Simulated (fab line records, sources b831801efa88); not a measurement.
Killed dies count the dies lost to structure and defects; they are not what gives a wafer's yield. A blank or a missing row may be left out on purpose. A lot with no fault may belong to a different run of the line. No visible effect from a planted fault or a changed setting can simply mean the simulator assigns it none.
A struck lot beside a sound one -- flow sky130 -- 19 steps out of a route of 708
Sound: the wafers L606.2, L606.4, L606.5. Wafers L603.2, L603.3, L603.6 were the ones struck. The cause is named last.
For every step that has rows: the tool of each side, followed by ch and its chambers, followed by its first start. Under that, the readings that differ: sound wafers -- struck wafers -- difference of the means -- sigmas: that difference in standard deviations of wafers without a fault.
alike: same words and numbers on both sides, and readings whose means sit less than 2 such deviations apart. not compared: any withheld reading, any reading some wafer has no value for, any bound like >300 that may hide the same value, and any number with overlapping values for which the record gives no deviation.
The two part at a step that has a row with sigmas, a row that says differs or no value, or rows on one side only. Non-overlapping numbers with no deviation appear without sigmas and do not part them. A reading missing from all wafers of one side parts the sides only when that side holds two or more wafers.

first, 6 steps without rows for these wafers: SKY_RES_XHIGH_COAT_02 (resist thk 1140 nm); SKY_RES_XHIGH_SOFTBAKE_03 (time 60 s); SKY_RES_XHIGH_EXPOSE_04 (exposes mask URPM, target cd 1270 nm); SKY_RES_XHIGH_PEB_05; SKY_RES_XHIGH_DEVELOP_06 (develop time 60 s); SKY_RES_XHIGH_IMPLANT_07.
SKY_RES_XHIGH_STRIP_08: strips in O2/N2.
  sound on plasma_asher-04 ch 0,1, day 30 19:44; struck on plasma_asher-04 ch 0,1, day 30 14:23
  alike: drypump_motor_current_A, oes_product_au, strip_time_to_endpoint_s
  not compared: rf_hours_counter_h
SKY_RES_XHIGH_TW_MEAS_09:
  struck on film_metro-02, day 30 14:30; sound on film_metro-04, day 30 19:51
  alike: RES_XHIGH_TW
then, 4 steps without rows for these wafers: SKY_SD_N_DEHYDRATE_00 (time 60 s); SKY_SD_N_HMDS_01 (prime time 60 s); SKY_SD_N_COAT_02 (resist thk 1140 nm); SKY_SD_N_SOFTBAKE_03 (time 60 s).
SKY_SD_N_EXPOSE_04: exposes mask NSDM, target cd 380 nm.
  sound on iline_stepper-01 ch 0, day 31 09:38; struck on iline_stepper-02 ch 0, day 31 03:51
reading,sound,struck,difference,sigmas
model.SD_N.overlay_x_nm (nm),-1.231 -1.231 -1.231,227.9 227.9 227.9,+229.1,
  alike: mask
then, 2 steps without rows for these wafers: SKY_SD_N_PEB_05; SKY_SD_N_DEVELOP_06 (develop time 60 s).
SKY_SD_N_CD_MEAS_07: the cd target is 380 nm.
  struck on cd_sem-01, day 31 17:28; sound on cd_sem-01, day 31 22:55
  alike: cd_nm
SKY_SD_N_OVL_MEAS_08:
  struck on overlay-01, day 31 17:34; sound on overlay-01, day 31 23:01
reading,sound,struck,difference,sigmas
SD_N_OVL (nm),-2.4 -2.0 -1.8,228.5 229.4 229.3,+231.1,+99 or more
following that, these wafers have no rows for 1 step: SKY_SD_N_IMPLANT_09.
-- a jump in the record: the struck wafers' starts before and after are 17 days apart (it breaks off in module SD_N and resumes in module PAD_OPEN, where the first step shown is number 708 of the route) --
SKY_PAD_OPEN_PROBE_99:
  record: rows for the struck wafers here (prober-01, day 48 06:51), none for the sound ones

## WHERE THEY PART
Last at SKY_PAD_OPEN_PROBE_99 as far as this record goes, first at SKY_SD_N_OVL_MEAS_08.

WHY: what the simulator had put in
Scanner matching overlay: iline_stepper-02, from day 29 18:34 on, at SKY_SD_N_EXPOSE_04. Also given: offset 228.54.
